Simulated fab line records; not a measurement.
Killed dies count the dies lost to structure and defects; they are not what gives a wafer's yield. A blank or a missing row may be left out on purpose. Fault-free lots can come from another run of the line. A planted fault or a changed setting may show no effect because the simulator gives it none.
Struck lot and sound lot, side by side	flow gf180mcu	16 out of 602 route steps
Sound: the wafers L287.1, L287.2, L287.5. Struck: wafers L298.1, L298.4 (left out: L298.6, a lot-mate that was not struck); the cause follows at the end.
Order at every step that has rows: each side's tool, ch and its chambers, its first start. Under that, the readings that differ: sound wafers	struck wafers	difference of the means	sigmas: that difference in standard deviations of wafers without a fault.
alike: same words and numbers on both sides, and readings whose means sit less than 2 such deviations apart. not compared: any withheld reading, any reading some wafer has no value for, any bound like >300 that may hide the same value, and any number with overlapping values for which the record gives no deviation.
The two part at a step that has a row with sigmas, a row that says differs or no value, or rows on one side only. Non-overlapping numbers with no deviation appear without sigmas and do not part them. A reading that every wafer of one side lacks parts them only if that side has two wafers or more.

first, 6 steps without rows for these wafers: GF_M3_HMDS_08 (prime time 60 s); GF_M3_COAT_09 (resist thk 1000 nm); GF_M3_SOFTBAKE_10 (time 60 s); GF_M3_EXPOSE_11 (exposes mask Metal3, target cd 280 nm); GF_M3_PEB_12 (peb time 90 s); GF_M3_DEVELOP_13 (develop time 60 s).
GF_M3_CD_MEAS_14: target cd 280 nm.
  sound on cd sem-02, day 21 16:11; struck on cd sem-01, day 25 15:47
  alike: cd nm
GF_M3_OVL_MEAS_15:
  sound on overlay-02, day 21 16:18; struck on overlay-01, day 25 15:55
reading	sound	struck	difference	sigmas
M3_OVL (nm)	3 0 2	-10 -9	-11	-2
GF_M3_METAL_ETCH_16: etches the open film in Cl2/BCl3, stops on SiO2, target depth 627.5 nm, time 104.6 s.
  sound on rie metal-01 ch 0,1, day 21 16:20; struck on rie metal-04 ch 0,1, day 25 15:56
  alike: drypump motor current A, oes product au, throttle valve pct
  not compared: rf hours counter h
GF_M3_STRIP_17: strips in O2/N2.
  sound on plasma asher-03 ch 0,1, day 21 16:27; struck on plasma asher-01 ch 0,1, day 25 16:03
  alike: drypump motor current A, heater power w, n2 flow sccm, oes product au, platen temp c, strip time to endpoint s
  not compared: rf hours counter h
then, 2 steps without rows for these wafers: GF_M3_STRIP_18 (strips in post etch residue remover, time 1200 s); GF_M3_CLEAN_19 (cleans in DIW).
GF_V3_CVD_00: deposits SiO2, target thk 600 nm, time 100 s.
  sound on hdpcvd-02 ch 0,2, day 21 17:01; struck on hdpcvd-02 ch 0, day 25 16:38
reading	sound	struck	difference	sigmas
sih4 flow sccm (sccm)	59.79 60.15 59.74	90.26 89.90	+30.19	+99 or more
model.SiO2_of_V3_CVD_00.thk nm (nm)	603.3 594.6 610.1	904.8 903	+301.2	
  alike: susceptor temp C
GF_V3_THK_MEAS_01:
  sound on film metro-01, day 21 17:05; struck on film metro-01, day 25 16:42
reading	sound	struck	difference	sigmas
V3_CVD_00_THK (nm)	603 594 610	904 903	+301	+38
GF_V3_CVD_02: deposits SiO2 from TEOS, target thk 850 nm, time 94.851 s.
  sound on pecvd-01 ch 0,1, day 21 17:09; struck on pecvd-03 ch 1,2, day 25 16:46
  alike: heater power outer w, heater power w, susceptor temp C
next, for these wafers, 1 step has no rows: GF_PASSIVATION_PROBE_99.

## WHERE THEY PART
Last at GF_V3_THK_MEAS_01 as far as this record goes, first at GF_M3_OVL_MEAS_15. Later steps at which nothing parts them and some readings are alike: GF_V3_CVD_02.

WHY: what the simulator had put in
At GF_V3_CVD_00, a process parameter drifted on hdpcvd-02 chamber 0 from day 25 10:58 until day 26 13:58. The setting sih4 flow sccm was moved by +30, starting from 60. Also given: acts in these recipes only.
